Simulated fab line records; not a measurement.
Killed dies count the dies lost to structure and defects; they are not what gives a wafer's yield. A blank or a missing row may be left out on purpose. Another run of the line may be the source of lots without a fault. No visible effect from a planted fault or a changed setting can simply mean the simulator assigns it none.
fab line records | flow sky130
[record] lots = 11 wafers = 33 last_day = 49
route steps=708 shown LI_CONTACT@377 METAL4@631 METAL5@663 PAD_OPEN@708
lots with no fault: from the same line, run without faults
start_h: the number of hours between the record's first day and the start of the first shown wafer of the lot | wait_h: hours from the lot's prior step to this one | " same as the row above | L1.1+2: one row covering several wafers at once | - value missing, or start not given | * or withheld: withheld | < > ~ a bound
route shown NAME@n: NAME is a module with steps in the file, n the number in the route of the first one | usual: average and standard deviation across the fault-free wafers | same: alike in all rows | chamber/n: place in a boat | sites: the reading at each site | _std_site: standard deviation across them | _edge_site: outer sites' mean less inner sites' | radius_mm: for every site, how far away it sits from the centre of the wafer | mask NAME#n: copy n | behind: the tool/chamber that last shaped the wafer | hold: the reason the lot was held/the length of the hold in hours/how it ended | device: whichever transistor did not switch (one of n, p or np) | end of line: at the end of the route, the tests of the same wafers | step lacking rows: just its recipe | killed: the dies lost at the first sort to structure and to defects; this is not the yield of the wafer | map: a wafer's dies, marking killed ones x, the rest . and places with no die _
set.NAME: the run value of the setting; set.NAME@STEP: its run value at that earlier step | model.NAME: the simulator's own value behind a step, which no gauge read
the route's steps for a sample of lots (tables are steps, rows are wafers)
services: when a tool's chamber went out of use (start_h, in hours from the record's first day, below 0 if earlier), for how many hours, and the reason
[[steps]]
[step SKY_LI_CONTACT_ETCH_15]
[recipe] target = PSG chemistry = C4F8/O2/Ar stop_on = Si taper_deg = 4.15 mask_material = KrF-thick source_w = 1500 bias_w = 1200 pressure_mtorr = 40 c4f8_flow_sccm = withheld O2_flow_sccm = 6 Ar_flow_sccm = 300 time_s = withheld target_depth_a = 6000
[usual] chamber_pressure_mTorr = 39.99/0.038 oes_product_au = 0.837/0.0047 rf_fwd_power_W = 1492/4.9
// columns lot.wafer tool chamber start_h wait_h chamber_pressure_mTorr oes_product_au rf_fwd_power_W
L739.2 rie_diel-04 0 684.05 0.0 39.98 0.836 1491
L739.4 " 1 " " 39.97 0.837 1486
L739.6 " 3 " " 39.92 0.837 1493
L740.1 rie_diel-01 2 685.78 0.0 39.98 0.833 1485
L740.2 " 3 " " 40.01 0.835 1487
L740.4 " 2 " " 39.99 0.842 1478
L741.2 rie_diel-01 2 688.73 0.0 39.97 0.831 1488
L741.3 " 1 " " 39.99 0.844 1488
L741.4 " 3 " " 40.03 0.840 1491
L742.2 rie_diel-04 0 699.40 0.0 39.98 0.833 1496
L742.4 " 2 " " 40.00 0.841 1487
L742.6 " 0 " " 40.03 0.841 1493
L743.1 rie_diel-02 2 706.08 0.0 39.99 0.833 1494
L743.5 " 1 " " 40.05 0.846 1499
L743.6 " 2 " " 40.02 0.838 1490
L744.4 rie_diel-04 0 716.78 0.0 40.02 0.838 1492
L744.5 " 1 " " 39.91 0.841 1495
L744.6 " 2 " " 40.02 0.843 1489
L745.1 rie_diel-01 0 720.61 0.0 40.00 0.830 1496
L745.2 " 1 " " 39.98 0.836 1490
L745.5 " 0 " " 40.00 0.847 1492
L748.4 rie_diel-04 3 754.40 0.0 40.00 0.836 1484
L748.5 " 2 " " 40.04 0.833 1489
L748.6 " 0 " " 39.93 0.834 1490
L749.2 rie_diel-01 2 755.16 0.0 40.00 0.837 1492
L749.4 " 1 " " 40.02 0.840 1487
L749.6 " 0 " " 40.01 0.843 1501
L750.2 rie_diel-02 3 765.43 0.0 39.96 0.837 1489
L750.5 " 3 " " 40.00 0.834 1498
L750.6 " 2 " " 40.03 0.825 1502
L759.1 rie_diel-01 2 824.11 0.0 40.05 0.838 1493
L759.4 " 1 " " 40.05 0.838 1492
L759.6 " 0 " " 40.03 0.840 1494
[step SKY_METAL4_DESCUM_15]
[recipe] chemistry = O2 source_power_w = 150 bias_power_w = 0 pressure_mtorr = 10 temp_c = 40 time_s = 8
[usual] chamber_pressure_mTorr = 10.000/0.0091 drypump_motor_current_A = 6.0/0.41 oes_product_au = 0.999/0.0083 rf_fwd_power_W = 146.8/0.71
// columns lot.wafer tool chamber start_h wait_h chamber_pressure_mTorr drypump_motor_current_A oes_product_au rf_fwd_power_W rf_hours_counter_h
L739.2 rie_metal-01 1 984.71 0.0 10.006 6.2 1.007 146.7 6
L739.4 " 0 " " 10.010 6.4 0.987 146.8 -
L739.6 " 1 " " 10.010 6.2 1.008 147.2 -
L740.1 rie_metal-01 0 987.77 0.0 10.006 6.4 0.989 147.3 8
L740.2 " 1 " " 10.003 6.2 0.998 147.4 6
L740.4 " 1 " " 9.984 6.2 0.998 146.8 -
L741.2 rie_metal-04 1 990.36 0.0 10.018 6.6 0.997 147.2 21
L741.3 " 0 " " 10.000 5.8 0.984 146.2 -
L741.4 " 1 " " 10.024 6.6 1.004 147.6 -
L742.2 rie_metal-04 0 999.61 0.0 10.000 5.8 1.002 146.2 5
L742.4 " 0 " " 9.983 5.8 1.002 146.4 -
L742.6 " 1 " " 10.004 6.6 1.004 146.8 -
L743.1 rie_metal-04 1 1006.47 0.0 9.995 6.6 1.008 146.5 22
L743.5 " 1 " " 10.006 6.5 0.996 146.4 -
L743.6 " 0 " " 10.010 5.8 0.992 145.9 -
L744.4 rie_metal-04 1 1014.23 0.0 10.007 6.5 1.013 148.1 -
L744.5 " 1 " " 10.002 6.6 1.015 147.5 -
L744.6 " 0 " " 10.001 5.8 1.001 145.8 -
L745.1 rie_metal-03 0 1017.71 0.0 10.004 5.6 0.994 145.5 12
L745.2 " 1 " " 9.985 5.4 1.011 146.4 8
L745.5 " 1 " " 10.001 5.4 1.001 146.5 -
L748.4 rie_metal-01 0 1045.03 0.0 10.014 6.4 0.976 146.7 -
L748.5 " 0 " " 10.011 6.4 0.991 147.3 -
L748.6 " 1 " " 9.993 6.2 1.002 147.4 -
L749.2 rie_metal-03 1 1046.97 0.0 9.992 5.4 1.020 146.6 10
L749.4 " 0 " " 10.019 5.6 1.008 146.6 -
L749.6 " 0 " " 9.995 5.5 1.007 145.6 -
L750.2 rie_metal-01 0 1056.05 0.0 9.989 6.4 0.990 147.5 12
L750.5 " 0 " " 9.972 6.4 0.990 148.5 -
L750.6 " 1 " " 10.007 6.2 0.998 147.6 -
L759.1 rie_metal-01 1 1101.67 0.0 10.008 6.2 1.000 147.2 13
L759.4 " 0 " " 10.002 6.4 0.989 147.2 -
L759.6 " 0 " " 10.001 6.4 0.977 147.8 -
[step SKY_METAL5_SPUTTER_02]
[recipe] material = AlCu target_thk_nm = 1150 power_w = 10600 time_s = 61.2 chamber_pressure_pa = 0.4
[usual] throttle_valve_pct = 29.7/1.1
// columns lot.wafer tool chamber start_h wait_h throttle_valve_pct
L739.2 pvd_sputter-02 - 1011.17 0.0 30.5
L739.4 " - " " 30.3
L739.6 " - " " 29.2
L740.1 pvd_sputter-01 - 1014.60 0.0 30.0
L740.2 " - " " 30.7
L740.4 " - " " 30.1
L741.2 pvd_sputter-02 - 1017.12 0.0 30.4
L741.3 " - " " 27.2
L741.4 " - " " 30.3
L742.2 pvd_sputter-04 - 1026.39 0.0 30.1
L742.4 " - " " 31.1
L742.6 " - " " 30.4
L743.1 pvd_sputter-02 - 1032.15 0.0 30.4
L743.5 " - " " 30.6
L743.6 " - " " 28.9
L744.4 pvd_sputter-02 - 1040.58 0.0 27.3
L744.5 " - " " 30.6
L744.6 " - " " 29.0
L745.1 pvd_sputter-02 - 1044.15 0.0 30.8
L745.2 " - " " 27.6
L745.5 " - " " 27.5
L748.4 pvd_sputter-01 - 1069.66 0.0 31.1
L748.5 " - " " 29.2
L748.6 " - " " 30.7
L749.2 pvd_sputter-04 - 1071.20 0.0 30.1
L749.4 " - " " 29.6
L749.6 " - " " 27.7
L750.2 pvd_sputter-04 - 1079.88 0.0 31.1
L750.5 " - " " 29.7
L750.6 " - " " 27.6
L759.1 pvd_sputter-02 - 1123.63 0.0 29.1
L759.4 " - " " 29.1
L759.6 " - " " 30.7
[step SKY_METAL5_METAL_ETCH_15]
[recipe] target_depth_a = 12600 stop_on = SiO2 over_etch_frac = 0.2 time_s = 252 chemistry = Cl2/BCl3 resist_sidewall_deg = 86 pressure_mtorr = 10 icp_w = 900 bias_w = 48.5 Cl2_flow_sccm = 60 bcl3_flow_sccm = 30
[usual] chamber_pressure_mTorr = 10.001/0.0093 drypump_motor_current_A = 5.9/0.4 oes_product_au = 0.894/0.0049 rf_fwd_power_W = 897.0/2.8 throttle_valve_pct = 22.265/0.0081
// columns lot.wafer tool chamber start_h wait_h chamber_pressure_mTorr drypump_motor_current_A oes_product_au rf_fwd_power_W rf_hours_counter_h throttle_valve_pct
L739.2 rie_metal-02 1 1034.47 0.0 10.010 5.5 0.895 900.0 20 22.272
L739.4 " 1 " " 9.994 5.5 0.892 904.1 - 22.265
L739.6 " 0 " " 9.994 6.2 0.895 896.2 - 22.263
L740.1 rie_metal-02 1 1038.04 0.0 10.004 5.5 0.889 900.7 20 22.267
L740.2 " 0 " " 10.012 6.2 0.892 896.9 16 22.244
L740.4 " 1 " " 10.018 5.5 0.896 899.2 - 22.264
L741.2 rie_metal-03 0 1040.15 0.0 9.992 5.6 0.891 900.9 13 22.270
L741.3 " 0 " " 10.011 5.6 0.887 901.3 - 22.265
L741.4 " 1 " " 10.006 5.4 0.888 901.8 - 22.273
L742.2 rie_metal-03 1 1049.20 0.0 9.992 5.4 0.893 900.8 10 22.249
L742.4 " 1 " " 10.008 5.4 0.890 895.8 - 22.271
L742.6 " 0 " " 10.008 5.6 0.900 897.3 - 22.268
L743.1 rie_metal-02 1 1054.95 0.0 9.998 5.5 0.904 899.7 21 22.273
L743.5 " 0 " " 10.000 6.2 0.897 896.6 - 22.256
L743.6 " 1 " " 10.003 5.5 0.891 897.4 - 22.246
L744.4 rie_metal-02 1 1062.72 0.1 9.988 5.5 0.890 900.8 - 22.255
L744.5 " 1 " " 10.009 5.5 0.900 901.1 - 22.262
L744.6 " 0 " " 10.002 6.2 0.892 894.0 - 22.259
L745.1 rie_metal-02 0 1065.47 0.0 10.000 6.2 0.890 897.7 18 22.277
L745.2 " 1 " " 10.010 5.5 0.894 892.4 22 22.263
L745.5 " 1 " " 10.002 5.5 0.895 895.9 - 22.262
L748.4 rie_metal-04 0 1090.74 0.1 9.997 5.9 0.897 900.6 - 22.266
L748.5 " 1 " " 10.006 6.5 0.890 899.7 - 22.277
L748.6 " 0 " " 9.987 5.8 0.894 892.8 - 22.256
L749.2 rie_metal-04 1 1092.40 0.0 10.004 6.6 0.896 897.6 2 22.267
L749.4 " 0 " " 9.999 5.8 0.898 901.3 - 22.283
L749.6 " 1 " " 9.988 6.6 0.895 897.8 - 22.257
L750.2 rie_metal-03 1 1100.05 0.0 10.012 5.4 0.901 897.0 13 22.270
L750.5 " 0 " " 10.005 5.6 0.892 896.0 - 22.268
L750.6 " 1 " " 10.003 5.4 0.900 894.8 - 22.261
L759.1 rie_metal-02 0 1142.14 0.0 10.018 6.2 0.895 895.0 25 22.263
L759.4 " 0 " " 9.999 6.2 0.889 897.5 - 22.263
L759.6 " 0 " " 10.007 6.2 0.892 893.1 - 22.268
[step SKY_PAD_OPEN_PROBE_99]
[usual] killed_at_M0_to_M3 = 42/6.8 killed_at_M4_up = 3.2/1.8 killed_at_contacts = 25/5.4 killed_at_front_end = 15/4.5 killed_at_other = 0.3/0.56 killed_dies = 85/9.7 killed_open = 46/7.1 killed_short = 39/6.5
[same] gross_dies = 492 killed_at_back_side = 0
// columns lot.wafer tool chamber start_h wait_h hold killed_at_M0_to_M3 killed_at_M4_up killed_at_contacts killed_at_front_end killed_at_other killed_dies killed_open killed_short
L739.2 prober-01 - 1081.69 0.1 - 39 3 24 10 0 76 41 35
L739.4 prober-01 - 1081.79 0.2 - 35 2 33 14 0 84 55 29
L739.6 prober-01 - 1081.89 0.2 - 39 7 24 11 0 81 42 39
L740.1 prober-02 - 1084.68 0.1 - 40 2 11 12 0 65 35 30
L740.2 prober-02 - 1084.73 0.1 - 43 2 17 7 1 70 40 30
L740.4 prober-02 - 1084.83 0.2 - 42 5 17 11 0 75 37 38
L741.2 prober-01 - 1086.53 0.1 - 46 3 22 14 1 86 43 43
L741.3 prober-01 - 1086.58 0.2 - 42 4 27 12 0 85 33 52
L741.4 prober-01 - 1086.63 0.2 - 37 5 22 23 0 87 47 40
L742.2 prober-02 - 1094.68 0.1 - 31 4 24 15 0 74 38 36
L742.4 prober-02 - 1094.78 0.2 - 41 5 26 16 0 88 55 33
L742.6 prober-02 - 1094.88 0.2 - 39 4 21 10 0 74 34 40
L743.1 prober-01 - 1098.78 0.1 - 34 8 22 21 0 85 41 44
L743.5 prober-01 - 1098.98 0.2 - 28 2 20 15 0 65 31 33
L743.6 prober-01 - 1099.03 0.2 - 54 2 18 13 0 87 42 45
L744.4 prober-02 - 1107.34 0.2 - 36 6 27 23 0 92 47 44
L744.5 prober-02 - 1107.39 0.2 - 30 4 34 12 1 81 48 33
L744.6 prober-02 - 1107.44 0.2 - 38 0 24 20 1 83 50 33
L745.1 prober-01 - 1109.32 0.1 - 43 1 22 8 0 74 40 34
L745.2 prober-01 - 1109.37 0.1 - 31 4 24 14 1 74 42 32
L745.5 prober-01 - 1109.52 0.2 - 48 3 20 6 0 77 44 33
L748.4 prober-02 - 1134.84 0.2 - 37 5 27 11 0 80 47 33
L748.5 prober-02 - 1134.89 0.2 - 29 4 26 18 1 78 45 33
L748.6 prober-02 - 1134.94 0.2 - 55 2 32 18 1 108 60 48
L749.2 prober-01 - 1135.58 0.1 - 51 6 20 15 0 92 57 35
L749.4 prober-01 - 1135.68 0.2 - 40 3 27 9 1 80 44 36
L749.6 prober-01 - 1135.78 0.2 - 39 5 24 23 1 92 40 52
L750.2 prober-02 - 1141.94 0.1 - 36 4 25 12 1 78 48 30
L750.5 prober-02 - 1142.09 0.2 - 48 7 21 19 0 95 47 48
L750.6 prober-02 - 1142.14 0.2 - 38 1 24 13 0 76 45 31
L759.1 prober-01 - 1181.42 0.1 await_dispo/1.9h/release 42 1 25 17 0 85 49 36
L759.4 prober-01 - 1181.57 0.2 await_dispo/1.9h/release 22 1 89 9 1 122 32 21
L759.6 prober-01 - 1181.67 0.2 await_dispo/1.9h/release 32 2 21 11 0 66 27 39
// killed by level:class
L739.2 CONTACT:geometric_particle:open=10 VIA1:geometric_particle:short=9 VIA1:geometric_particle:open=8 LI_CONTACT:geometric_particle:open=7 VIA3:geometric_particle:open=6 POLY_GATE:geometric_particle:short=4 METAL1:geometric_particle:short=4 LI_CONTACT:geometric_particle:short=3
L739.4 CONTACT:geometric_particle:open=14 VIA1:geometric_particle:open=10 LI_CONTACT:geometric_particle:open=8 VIA2:geometric_particle:open=7 CONTACT:geometric_particle:short=5 FIELD_ISO:geometric_particle:open=4 VIA3:geometric_particle:open=4 POLY_GATE:geometric_particle:short=3
L739.6 VIA1:geometric_particle:open=13 CONTACT:geometric_particle:short=9 VIA2:geometric_particle:open=6 METAL4:geometric_particle:short=6 CONTACT:geometric_particle:open=5 METAL2:geometric_particle:short=4 VIA3:geometric_particle:open=4 VIA1:geometric_particle:short=3
L740.1 VIA3:geometric_particle:open=10 VIA1:geometric_particle:open=9 METAL1:geometric_particle:short=8 FIELD_ISO:geometric_particle:short=6 LI_CONTACT:geometric_particle:open=5 VIA2:geometric_particle:open=4 POLY_GATE:geometric_particle:short=3 CONTACT:geometric_particle:open=3
L740.2 VIA1:geometric_particle:open=8 VIA2:geometric_particle:open=7 VIA1:geometric_particle:short=6 CONTACT:geometric_particle:open=5 CONTACT:geometric_particle:short=5 VIA3:geometric_particle:open=5 LI_CONTACT:geometric_particle:open=4 VIA3:geometric_particle:short=4
L740.4 VIA1:geometric_particle:open=8 VIA2:geometric_particle:open=6 CONTACT:geometric_particle:open=5 METAL2:geometric_particle:short=5 VIA3:geometric_particle:open=5 LI_CONTACT:geometric_particle:open=4 LOCAL_INTERCONNECT:geometric_particle:short=4 METAL1:geometric_particle:short=4
L741.2 CONTACT:geometric_particle:open=10 METAL1:geometric_particle:short=8 VIA1:geometric_particle:open=8 METAL2:geometric_particle:short=8 VIA3:geometric_particle:open=7 LOCAL_INTERCONNECT:geometric_particle:short=4 VIA2:geometric_particle:short=4 FIELD_ISO:geometric_particle:open=3
L741.3 LI_CONTACT:geometric_particle:open=8 METAL2:geometric_particle:short=8 METAL3:geometric_particle:short=7 LI_CONTACT:geometric_particle:short=5 CONTACT:geometric_particle:open=5 CONTACT:geometric_particle:short=5 VIA2:geometric_particle:open=5 LOCAL_INTERCONNECT:geometric_particle:short=4
L741.4 POLY_GATE:geometric_particle:short=7 CONTACT:geometric_particle:open=7 CONTACT:geometric_particle:short=7 LI_CONTACT:geometric_particle:open=6 VIA1:geometric_particle:open=6 METAL2:geometric_particle:open=6 VIA3:geometric_particle:open=6 FIELD_ISO:geometric_particle:open=5
L742.2 CONTACT:geometric_particle:open=9 METAL2:geometric_particle:short=7 LI_CONTACT:geometric_particle:open=6 FIELD_ISO:geometric_particle:short=5 VIA3:geometric_particle:open=5 LOCAL_INTERCONNECT:geometric_particle:short=4 CONTACT:geometric_particle:short=4 POLY_GATE:geometric_particle:open=3
L742.4 CONTACT:geometric_particle:open=11 VIA1:geometric_particle:open=9 VIA2:geometric_particle:open=9 METAL2:geometric_particle:short=7 VIA3:geometric_particle:open=7 LI_CONTACT:geometric_particle:open=6 POLY_GATE:geometric_particle:short=5 FIELD_ISO:geometric_particle:open=4
L742.6 METAL1:geometric_particle:short=7 VIA1:geometric_particle:open=7 CONTACT:geometric_particle:open=6 METAL2:geometric_particle:short=5 VIA3:geometric_particle:open=5 LI_CONTACT:geometric_particle:open=4 POLY_GATE:geometric_particle:short=4 CONTACT:geometric_particle:short=4
L743.1 FIELD_ISO:geometric_particle:open=11 LI_CONTACT:geometric_particle:open=6 VIA1:geometric_particle:open=6 CONTACT:geometric_particle:open=5 METAL1:geometric_particle:short=5 METAL4:geometric_particle:short=5 VIA2:geometric_particle:open=5 FIELD_ISO:geometric_particle:short=4
L743.5 VIA1:geometric_particle:open=10 CONTACT:geometric_particle:open=7 METAL2:geometric_particle:short=6 LOCAL_INTERCONNECT:geometric_particle:short=5 FIELD_ISO:geometric_particle:open=4 POLY_GATE:geometric_particle:open=3 LI_CONTACT:geometric_particle:short=3 CONTACT:geometric_particle:short=3
L743.6 METAL2:geometric_particle:short=10 VIA2:geometric_particle:open=9 VIA3:geometric_particle:open=9 VIA1:geometric_particle:open=8 FIELD_ISO:geometric_particle:short=5 LI_CONTACT:geometric_particle:open=5 CONTACT:geometric_particle:short=5 METAL3:geometric_particle:short=4
L744.4 LI_CONTACT:geometric_particle:open=11 CONTACT:geometric_particle:open=9 METAL2:geometric_particle:short=6 VIA1:geometric_particle:open=6 VIA2:geometric_particle:open=6 FIELD_ISO:geometric_particle:short=5 POLY_GATE:geometric_particle:short=5 METAL3:geometric_particle:short=5
L744.5 LI_CONTACT:geometric_particle:open=18 VIA1:geometric_particle:open=8 LOCAL_INTERCONNECT:geometric_particle:short=6 CONTACT:geometric_particle:open=6 FIELD_ISO:geometric_particle:open=5 METAL1:geometric_particle:short=5 POLY_GATE:geometric_particle:short=4 VIA1:geometric_particle:short=4
L744.6 CONTACT:geometric_particle:short=9 FIELD_ISO:geometric_particle:open=7 VIA1:geometric_particle:open=7 VIA3:geometric_particle:open=7 VIA2:geometric_particle:open=6 CONTACT:geometric_particle:open=5 LI_CONTACT:geometric_particle:open=5 METAL2:geometric_particle:short=5
L745.1 VIA3:geometric_particle:open=14 VIA1:geometric_particle:open=10 CONTACT:geometric_particle:open=8 CONTACT:geometric_particle:short=6 LI_CONTACT:geometric_particle:open=6 VIA2:geometric_particle:short=6 POLY_GATE:geometric_particle:short=5 METAL2:geometric_particle:short=5
L745.2 CONTACT:geometric_particle:open=13 LI_CONTACT:geometric_particle:open=6 VIA1:geometric_particle:short=6 POLY_GATE:geometric_particle:short=5 VIA1:geometric_particle:open=5 FIELD_ISO:geometric_particle:open=4 VIA2:geometric_particle:open=4 VIA3:geometric_particle:open=4
L745.5 VIA1:geometric_particle:open=9 METAL2:geometric_particle:short=8 VIA3:geometric_particle:open=8 CONTACT:geometric_particle:open=7 LI_CONTACT:geometric_particle:open=5 METAL1:geometric_particle:short=5 VIA2:geometric_particle:short=4 VIA2:geometric_particle:open=4
L748.4 CONTACT:geometric_particle:open=11 VIA1:geometric_particle:open=11 LI_CONTACT:geometric_particle:open=10 VIA1:geometric_particle:short=8 POLY_GATE:geometric_particle:open=4 METAL3:geometric_particle:short=4 METAL1:geometric_particle:short=3 VIA2:geometric_particle:short=3
L748.5 CONTACT:geometric_particle:open=12 POLY_GATE:geometric_particle:open=8 VIA1:geometric_particle:open=7 FIELD_ISO:geometric_particle:short=6 LI_CONTACT:geometric_particle:open=5 CONTACT:geometric_particle:short=4 VIA2:geometric_particle:short=4 VIA2:geometric_particle:open=4
L748.6 CONTACT:geometric_particle:open=15 VIA1:geometric_particle:open=12 LI_CONTACT:geometric_particle:open=8 METAL1:geometric_particle:short=8 VIA2:geometric_particle:open=7 METAL2:geometric_particle:short=5 POLY_GATE:geometric_particle:open=5 POLY_GATE:geometric_particle:short=5
L749.2 VIA1:geometric_particle:open=13 VIA3:geometric_particle:open=11 LI_CONTACT:geometric_particle:open=8 METAL2:geometric_particle:short=6 CONTACT:geometric_particle:open=5 VIA2:geometric_particle:open=5 FIELD_ISO:geometric_particle:open=4 POLY_GATE:geometric_particle:short=4
L749.4 VIA1:geometric_particle:open=10 LI_CONTACT:geometric_particle:open=8 CONTACT:geometric_particle:open=8 VIA3:geometric_particle:open=7 METAL2:geometric_particle:short=7 VIA2:geometric_particle:open=6 LOCAL_INTERCONNECT:geometric_particle:short=4 CONTACT:geometric_particle:short=4
L749.6 POLY_GATE:geometric_particle:short=7 LI_CONTACT:geometric_particle:open=7 VIA3:geometric_particle:open=7 METAL2:geometric_particle:short=6 FIELD_ISO:geometric_particle:short=5 CONTACT:geometric_particle:open=5 VIA1:geometric_particle:short=5 FIELD_ISO:geometric_particle:open=4
L750.2 VIA1:geometric_particle:open=13 CONTACT:geometric_particle:open=10 VIA2:geometric_particle:open=8 LI_CONTACT:geometric_particle:open=5 LOCAL_INTERCONNECT:geometric_particle:short=5 VIA2:geometric_particle:short=4 CONTACT:geometric_particle:short=4 POLY_GATE:geometric_particle:short=3
L750.5 VIA1:geometric_particle:open=15 CONTACT:geometric_particle:open=7 POLY_GATE:geometric_particle:open=6 METAL2:geometric_particle:short=6 FIELD_ISO:geometric_particle:short=5 VIA1:geometric_particle:short=5 VIA3:geometric_particle:short=5 METAL4:geometric_particle:short=5
L750.6 CONTACT:geometric_particle:open=11 VIA3:geometric_particle:open=10 VIA2:geometric_particle:open=8 VIA1:geometric_particle:open=6 CONTACT:geometric_particle:short=5 POLY_GATE:geometric_particle:open=4 LI_CONTACT:geometric_particle:open=4 LOCAL_INTERCONNECT:geometric_particle:short=4
L759.1 CONTACT:geometric_particle:open=12 VIA1:geometric_particle:open=12 LI_CONTACT:geometric_particle:open=7 FIELD_ISO:geometric_particle:short=6 VIA3:geometric_particle:open=6 METAL2:geometric_particle:short=6 VIA1:geometric_particle:short=5 VIA2:geometric_particle:open=5
L759.4 LI_CONTACT:unspecified=69 LI_CONTACT:geometric_particle:open=6 CONTACT:geometric_particle:open=6 VIA1:geometric_particle:open=6 METAL1:geometric_particle:short=4 LI_CONTACT:geometric_particle:short=3 LOCAL_INTERCONNECT:geometric_particle:short=3 VIA2:geometric_particle:open=3
L759.6 METAL1:geometric_particle:short=10 CONTACT:geometric_particle:open=9 LI_CONTACT:geometric_particle:open=5 VIA1:geometric_particle:open=5 VIA2:geometric_particle:short=4 POLY_CUT:geometric_particle:short=3 METAL2:geometric_particle:short=3 LOCAL_INTERCONNECT:geometric_particle:short=3
[[services]]
// columns tool chamber start_h hours kind
pvd_sputter-02 - 660.49 2.0 repair
rie_metal-02 0 660.58 2.8 repair
rie_diel-01 0 680.25 7.7 repair
rie_metal-04 0 689.68 6.8 repair
rie_diel-01 2 707.93 4.2 repair
rie_diel-04 - 735.72 2.8 pm
rie_diel-01 0 744.38 8.8 repair
pvd_sputter-02 - 891.58 9.5 repair
rie_metal-02 0 893.96 8.7 repair
rie_metal-02 - 921.21 2.8 pm
rie_diel-01 3 970.75 6.0 repair
rie_metal-01 0 977.27 4.6 repair
rie_diel-01 - 987.91 2.8 pm
pvd_sputter-02 - 1024.18 5.1 repair
rie_diel-01 0 1053.17 3.2 repair
rie_metal-03 - 1057.03 2.8 pm
rie_diel-01 2 1062.97 3.5 repair
rie_diel-01 0 1068.06 8.0 repair
pvd_sputter-02 - 1072.05 6.8 repair
rie_diel-01 1 1085.73 6.5 repair
rie_diel-01 1 1096.48 4.0 repair
rie_metal-01 - 1116.12 0.2 repair
rie_metal-02 - 1118.64 2.6 repair
rie_metal-04 - 1137.05 1.4 pm
[[key]]
[first_sign] step = SKY_PAD_OPEN_PROBE_99 reading = killed_at_contacts direction = up sigmas = 12 usual = 25 struck = 89
[effect] step = SKY_PAD_OPEN_PROBE_99 reading = killed_dies direction = up sigmas = 3.8 usual = 85 struck = 122
met_at SKY_LI_CONTACT_ETCH_15
struck_lots L759
struck_wafers L759.4
tester_left_out L759
not_acting_at SKY_METAL4_DESCUM_15,SKY_METAL5_SPUTTER_02,SKY_METAL5_METAL_ETCH_15
onset_between 755.16 824.11
[fault] kind = chamber_particle_source tool = rie_diel-01 chamber = 1 onset_h = 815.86 steps = SKY_LI_CONTACT_ETCH_15 rate_per_visit_cm2 = 2.1499 end_h = 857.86
// tester_left_out: of these lots the tester's yield and bins aren't shown, on N5 and GAA mostly nor the transistor test; their killed dies are dies lost to structure and defects alone, not to doping, threshold or leakage, so they don't give the yield
